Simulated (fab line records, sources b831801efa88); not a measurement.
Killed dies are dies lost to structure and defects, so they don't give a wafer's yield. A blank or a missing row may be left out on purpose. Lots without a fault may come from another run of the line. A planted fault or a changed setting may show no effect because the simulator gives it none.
Which tool did it? | flow sky130 | 12 lots, 36 wafers sampled, at 1 step of a route of 708

WHAT THE GAUGES READ, wafer by wafer
SKY_VT_ADJUST_LVTN_OVL_MEAS_07.
lot  | measured     | on         | VT_ADJUST_LVTN_OVL (nm)
L757 | day 6 22:19  | overlay-01 | 1.2 1.5 -1.2
L758 | day 7 00:52  | overlay-01 | 0.8 -0.1 0.4
L759 | day 7 08:43  | overlay-02 | 1.1 0.9 1.8
L763 | day 8 13:10  | overlay-01 | -2.3 -2.6 -2.9
L765 | day 8 23:55  | overlay-02 | -1.1 -0.4 -0.9
L764 | day 9 00:53  | overlay-01 | -1.7 -0.7 -1.7
L770 | day 10 22:16 | overlay-02 | 0.1 -0.3 0.7
L772 | day 11 06:01 | overlay-02 | 0.9 1.6 1.7
L777 | day 12 09:37 | overlay-01 | 1.5 0.6 0.9
L778 | day 12 15:13 | overlay-02 | -1.3 -0.3 0.5
L779 | day 13 01:52 | overlay-02 | -0.8 -1.1 -0.3
L780 | day 13 05:43 | overlay-02 | 1.9 1.7 1.9

WHICH TOOL RAN EACH LOT (tool, then ch and the chambers of the sampled wafers, then the start)
The record holds no process step before these readings.

WHAT THE TOOLS THEMSELVES READ (means of the sampled wafers that have a number; where no wafer has one, the mark that the record gives instead)
The record holds no such reading with a usual standard deviation.

THE ANSWER, worked out from the rows above alone
Rule: what is usual is taken from the lots themselves. Put in order of their means at a reading, lots are off if they are a third of the lots or fewer, leave a main group of 4 or more, and stand apart from it by a gap of 3 or more times the standard deviation of the main group's means; of several such gaps the widest counts. A main group whose means are all the same, to the digits that the tables above print for the reading, isn't used. A lot without any number at a reading at which 4 lots or more have one is off too. The other lots that the step has rows for count as sound. The gauges are gone through in route order, then the tools' own readings, and for those a lot's mean is taken as printed above. The first step at which some lot is off is used, and at that step the reading that is off furthest; a lot without a number counts as furthest.
No lot is off at any reading shown: from this, nothing can be told.

WHAT THE SIMULATOR HAD PUT IN
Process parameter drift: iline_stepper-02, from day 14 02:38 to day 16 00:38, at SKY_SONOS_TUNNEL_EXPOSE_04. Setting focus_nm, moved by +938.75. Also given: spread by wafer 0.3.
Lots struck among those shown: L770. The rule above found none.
